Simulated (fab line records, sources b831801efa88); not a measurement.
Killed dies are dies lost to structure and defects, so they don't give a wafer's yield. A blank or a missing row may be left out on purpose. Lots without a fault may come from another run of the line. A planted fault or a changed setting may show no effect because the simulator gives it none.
Chamber matching | flow gf180mcu | GF_V2_CMP_04 on cmp-01: 4 sister chambers
The step polishes SiO2. 4 wafers are shown with their chamber, then 7 later ones without.

WAFERS WITH THEIR CHAMBER
wafer  | chamber | motor_current_A (A)
L535.4 | 3       | 12.2
L537.4 | 2       | 11.4
L537.5 | 0       | 12.9
L545.1 | 1       | 11.5

WAFERS WITHOUT THEIR CHAMBER
wafer  | motor_current_A (A)
L545.4 | 11.3
L548.2 | 11.7
L548.5 | 11.8
L548.6 | 10.8
L551.1 | 11.9
L551.2 | 10.4
L551.3 | 11.7

WHICH CHAMBER EACH WENT THROUGH
wafer  | from the rows above               | in truth
L545.4 | can't be placed: 2 or 1 or 3      | 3
L548.2 | can't be placed: 1 or 2 or 3      | 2
L548.5 | can't be placed: 1 or 3 or 2 or 0 | 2
L548.6 | can't be placed: 2 or 1 or 3      | 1
L551.1 | can't be placed: 3 or 1 or 2 or 0 | 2
L551.2 | can't be placed: 2 or 1 or 3      | 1
L551.3 | can't be placed: 1 or 2 or 3      | 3
Placed correctly: 0 of 7. Can't be placed from these rows: 7 (the true chamber is among the candidates in 7). Placed wrongly: 0.
How it was worked out, from the rows above alone: a wafer's distance from a chamber is the root of the sum, over the readings, of the square of ((its reading less the chamber's mean) divided by the reading's scatter). The wafer belongs to the nearest chamber; if the next one is less than 2 further off, it can't be placed. A chamber's mean is the mean of its shown wafers. The scatter: with one shown wafer a chamber, the root of the mean of the squares of how far each hidden wafer lies from its nearest shown one.
